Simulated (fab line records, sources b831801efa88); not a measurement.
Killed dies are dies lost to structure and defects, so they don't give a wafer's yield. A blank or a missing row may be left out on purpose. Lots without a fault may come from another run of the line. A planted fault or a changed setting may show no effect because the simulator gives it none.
Which tool did it? | flow sfq_line | 14 lots, 42 wafers sampled, at 2 steps of a route of 325

WHAT THE GAUGES READ, wafer by wafer
SFQ_I0_BOW_MEAS_907.
lot  | measured     | on            | I0_BOW (um)
L727 | day 7 13:25  | film_metro-02 | 4 10 -5
L728 | day 7 20:55  | film_metro-01 | -8 -1 4
L730 | day 8 09:38  | film_metro-03 | -2 -2 1
L731 | day 8 14:57  | film_metro-03 | 0 6 2
L732 | day 8 18:14  | film_metro-01 | -15 -5 2
L733 | day 9 00:15  | film_metro-03 | -2 -1 -4
L734 | day 9 10:03  | film_metro-02 | -8 -7 5
L735 | day 9 15:51  | film_metro-02 | 17 3 14
L740 | day 11 13:17 | film_metro-03 | 19 9 -9
L741 | day 11 22:17 | film_metro-01 | 23 17 11
L742 | day 12 01:20 | film_metro-01 | 3 11 6
L744 | day 12 11:02 | film_metro-01 | 1 -9 4
L745 | day 12 19:20 | film_metro-03 | -14 16 2
L750 | day 13 19:44 | film_metro-03 | 12 5 -3

WHICH TOOL RAN EACH LOT (tool, then ch and the chambers of the sampled wafers, then the start)
lot  | SFQ_TRILAYER_L0_BARC_OPEN_METAL_ETCH_010
L727 | rie_metal-02 ch 0,1, day 3 13:10
L728 | rie_metal-03 ch 0,1, day 3 19:10
L730 | rie_metal-04 ch 0,1, day 4 07:55
L731 | rie_metal-04 ch 1, day 4 10:22
L732 | rie_metal-02 ch 0,1, day 4 11:47
L733 | rie_metal-03 ch 0,1, day 4 16:08
L734 | rie_metal-02 ch 0,1, day 5 00:31
L735 | rie_metal-02 ch 1, day 5 05:19
L740 | rie_metal-03 ch 0,1, day 6 06:37
L741 | rie_metal-03 ch 0,1, day 6 13:49
L742 | rie_metal-04 ch 0,1, day 6 19:50
L744 | rie_metal-02 ch 0,1, day 7 05:25
L745 | rie_metal-03 ch 0,1, day 7 10:14
L750 | rie_metal-03 ch 1, day 8 15:01
- SFQ_TRILAYER_L0_BARC_OPEN_METAL_ETCH_010: etches BARC in O2, target depth 125 nm, time 41.7 s.

WHAT THE TOOLS THEMSELVES READ (means of the sampled wafers that have a number; where no wafer has one, the mark that the record gives instead)
SFQ_TRILAYER_L0_BARC_OPEN_METAL_ETCH_010.
lot  | tool         | bias_w (W) | drypump_motor_current_A (A) | he_backside_leak_sccm (sccm) | oes_product_au (a.u.) | rf_fwd_power_W (W)
L727 | rie_metal-02 | 79.95      | 4.9                         | 3.40                         | 0.682                 | 594.0
L728 | rie_metal-03 | 80.33      | 5.4                         | 3.60                         | 0.692                 | 594.1
L730 | rie_metal-04 | 79.97      | 5.8                         | 3.46                         | 0.682                 | 592.9
L731 | rie_metal-04 | 80.09      | 5.6                         | 3.44                         | 0.683                 | 594.8
L732 | rie_metal-02 | 79.78      | 4.9                         | 3.43                         | 0.689                 | 595.8
L733 | rie_metal-03 | 79.85      | 5.4                         | 3.59                         | 0.686                 | 593.7
L734 | rie_metal-02 | 80.02      | 4.9                         | 3.51                         | 0.683                 | 594.2
L735 | rie_metal-02 | 80.05      | 5.4                         | 3.70                         | 0.683                 | 595.8
L740 | rie_metal-03 | 79.74      | 5.4                         | 3.55                         | 0.686                 | 592.8
L741 | rie_metal-03 | 80.07      | 5.4                         | 3.71                         | 0.683                 | 593.9
L742 | rie_metal-04 | 79.91      | 5.8                         | 3.33                         | 0.685                 | 593.3
L744 | rie_metal-02 | 79.80      | 4.9                         | 3.40                         | 0.682                 | 596.6
L745 | rie_metal-03 | 80.04      | 5.4                         | 3.54                         | 0.686                 | 593.2
L750 | rie_metal-03 | 79.82      | 5.3                         | 3.31                         | 0.683                 | 593.3

THE ANSWER, worked out from the rows above alone
Rule: what is usual is taken from the lots themselves. Put in order of their means at a reading, lots are off if they are a third of the lots or fewer, leave a main group of 4 or more, and stand apart from it by a gap of 3 or more times the standard deviation of the main group's means; of several such gaps the widest counts. A main group whose means are all the same, to the digits that the tables above print for the reading, isn't used. A lot without any number at a reading at which 4 lots or more have one is off too. The other lots that the step has rows for count as sound. The gauges are gone through in route order, then the tools' own readings, and for those a lot's mean is taken as printed above. The first step at which some lot is off is used, and at that step the reading that is off furthest; a lot without a number counts as furthest.
No lot is off at any reading shown: from this, nothing can be told.

WHAT THE SIMULATOR HAD PUT IN
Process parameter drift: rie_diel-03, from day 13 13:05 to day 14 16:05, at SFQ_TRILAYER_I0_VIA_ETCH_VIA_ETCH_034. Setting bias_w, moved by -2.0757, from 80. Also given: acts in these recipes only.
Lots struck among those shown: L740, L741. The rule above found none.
